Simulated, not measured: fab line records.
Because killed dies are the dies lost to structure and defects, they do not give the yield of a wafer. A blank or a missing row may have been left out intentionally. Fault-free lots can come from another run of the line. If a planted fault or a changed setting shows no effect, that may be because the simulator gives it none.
Chamber matching -- flow gf180mcu -- cmp-02 running GF_V4_CMP_26: 4 sister chambers
The step polishes, stops on SiO2, t overpolish 15 s, target thk 0 nm. 18 wafers are shown with their chamber, then 9 later ones without.

== WAFERS, EACH WITH ITS CHAMBER ==
wafer,chamber,motor-current-A (A),time-to-endpoint-s (s),overpolish-run-s (s)
L136.3,3,11.8,86,15.000
L136.4,1,12.2,84,14.999
L136.6,2,10.6,82,15.000
L141.3,2,10.2,84,15.003
L141.4,0,12.5,92,15.011
L141.6,0,11.6,89,15.007
L146.2,2,10.2,81,15.005
L146.4,3,12.0,83,15.008
L146.5,2,10.5,79,15.010
L147.1,0,11.9,85,15.001
L147.3,2,10.8,80,14.996
L147.6,2,10.4,78,14.996
L148.1,3,12.3,83,14.998
L148.3,2,10.2,82,14.977
L148.5,0,11.7,88,14.988
L152.1,1,12.5,81,14.997
L152.2,2,10.7,77,15.001
L152.5,3,11.8,78,15.009

SIGNATURES, as means of the wafers listed above
reading,chamber 0,chamber 1,chamber 2,chamber 3,scatter within a chamber
motor-current-A,11.925,12.350,10.450,11.975,0.28
time-to-endpoint-s,88.50,82.50,80.38,82.50,2.68
overpolish-run-s,15.00175,14.99800,14.99850,15.00375,0.00876
Rule: a wafer's distance from a chamber is the root of the sum, over the readings, of the square of ((its reading less the chamber's mean) divided by the reading's scatter). If the next closest chamber is less than 2 further off than the closest, the wafer can't be placed; otherwise it belongs to the closest. The scatter: take each reading less its chamber's mean, square it, sum over the shown wafers, divide by the number of wafers less the number of chambers, and take the root.

== WAFERS WITH NO CHAMBER GIVEN ==
wafer,motor-current-A (A),time-to-endpoint-s (s),overpolish-run-s (s)
L153.2,10.5,82,15.000
L153.3,11.6,86,15.003
L153.6,11.3,81,15.001
L157.1,12.2,84,14.988
L157.2,10.8,81,15.004
L157.3,12.0,90,15.004
L159.1,11.1,87,14.997
L159.3,10.0,74,14.995
L159.5,12.2,88,15.008

== EACH ONE'S CHAMBER ==
wafer,from the rows above,in truth
L153.2,2,2
L153.3,can't be placed: 0 or 3 or 1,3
L153.6,can't be placed: 3 or 2 or 0 or 1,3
L157.1,can't be placed: 1 or 3 or 0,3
L157.2,2,2
L157.3,0,0
L159.1,can't be placed: 0 or 2 or 3 or 1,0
L159.3,2,2
L159.5,can't be placed: 0 or 3 or 1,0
Correct placement for 4 of the 9. Can't be placed from these rows: 5 (the true chamber is among the candidates in 5). Number placed wrongly: 0.
